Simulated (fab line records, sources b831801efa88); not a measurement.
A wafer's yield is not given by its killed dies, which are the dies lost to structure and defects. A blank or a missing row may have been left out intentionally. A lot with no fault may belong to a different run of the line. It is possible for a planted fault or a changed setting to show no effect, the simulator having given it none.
8D (eight disciplines) problem report, filled in by code + flow sky130 + the parts of the form that need people (team, actions taken, sign-off) are left out

1. THE PROBLEM
Mean LOCAL_INTERCONNECT_TIN_RS at SKY_LOCAL_INTERCONNECT_RS_MEAS_01: 15.88 ohm/sq over 2 wafers in 2 lots; fault-free wafers: 14.18 ohm/sq, standard deviation 0.18. That is +9.4 standard deviations from the usual mean.
The step: measures by four-point-probe.
First seen on wafer L964.1, day 30 23:17, on film_metro-02. The record holds 29 wafers of 10 lots with a number at this step. By rule, "out" or "out of limits" means more than 4 standard deviations away from the usual mean. The other wafers with a number count as sound.

2. WHAT IT IS; WHAT IT IS NOT
| question                    | is                           | is not                                                                                             |
|-----------------------------|------------------------------|----------------------------------------------------------------------------------------------------|
| which readings at this step | LOCAL_INTERCONNECT_TIN_RS    | -                                                                                                  |
| which lots                  | L964, L966                   | L960, L961, L962, L976, L977, L978, L982, L983                                                     |
| which wafers of those lots  | L964.1, L966.4               | L964.3, L966.2, L966.3                                                                             |
| read on which gauges        | film_metro-01, film_metro-02 | film_metro-04                                                                                      |
| when                        | from day 30 23:17            | up to then (10 sound wafers); but 17 sound wafers of L966, L976, L977, L978, L982, L983 came after |

3. THE SUSPECTS, EACH WITH WHAT RULES IT OUT
Counting: if a tool at a process step up to the reading ran every lot that is out, it stays a suspect. Sound lots after the first of them don't rule it out here, since some wafers of a struck lot are sound.
- the gauge at SKY_LOCAL_INTERCONNECT_RS_MEAS_01 is ruled out. The wafers that are out were read on 2 gauges (film_metro-01, film_metro-02).
- pvd_sputter-01 at SKY_LOCAL_INTERCONNECT_SPUTTER_00 (material TiN, target thk 100 nm, time 83.3 s): kept. Every lot that is out went through it, the first being L964 (day 30 23:13); the last sound lot it ran before that was L962 (day 29 16:51).
Remaining after the count: pvd_sputter-01 at SKY_LOCAL_INTERCONNECT_SPUTTER_00.

4. THE CAUSE (what the simulator had put in)
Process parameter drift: pvd_sputter-01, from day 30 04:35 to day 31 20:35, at SKY_LOCAL_INTERCONNECT_SPUTTER_00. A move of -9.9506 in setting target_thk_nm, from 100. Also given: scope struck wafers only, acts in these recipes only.
Counting left only this tool.

5. THE EFFECT CHAIN, in route order
Rows list readings where the struck wafers' mean (over those with a number) sits beyond 3 standard deviations from the usual. Readings are gone through only where the record gives a usual standard deviation; hours: the median, over the lots, of the time from a lot's start at the first step in this table giving one to that lot's start at this step; sigmas: the change measured in usual standard deviations.
| hours | step                                 | reading                    | usual        | on struck wafers | change | sigmas |
|-------|--------------------------------------|----------------------------|--------------|------------------|--------|--------|
| 0     | SKY_LOCAL_INTERCONNECT_RS_MEAS_01    | LOCAL_INTERCONNECT_TIN_RS  | 14.18 ohm/sq | 15.88            | +1.70  | +9.4   |
| 0     | SKY_LOCAL_INTERCONNECT_THK_MEAS_02   | LOCAL_INTERCONNECT_TIN_THK | 99.8 nm      | 89.7             | -10.1  | -7.8   |
| 27    | SKY_LOCAL_INTERCONNECT_METAL_ETCH_14 | oes_product_au             | 0.939 a.u.   | 0.883            | -0.056 | -6.8   |
| 27    | SKY_LOCAL_INTERCONNECT_METAL_ETCH_14 | throttle_valve_pct         | 21.902 %     | 21.935           | +0.033 | +3.4   |
Process steps it contains:
- SKY_LOCAL_INTERCONNECT_METAL_ETCH_14: etches TiN in Cl2/BCl3, stops on PSG, target depth 110 nm, time 31.4 s.

6. WHAT WOULD HAVE CAUGHT IT SOONER
Counted from the fault's start at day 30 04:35, it took 19 hours until the first out-of-limits reading at a measuring or inspecting step in this record, taken at day 30 23:17.
No tool reading at SKY_LOCAL_INTERCONNECT_SPUTTER_00 that has a usual standard deviation in the record was out on any struck wafer, so an alarm limit of 4 standard deviations on those readings would not have fired.
Among the 2 lots that are out, L966 began SKY_LOCAL_INTERCONNECT_SPUTTER_00 on pvd_sputter-01 after day 30 23:17. Putting the tool on hold at that point would have spared it.
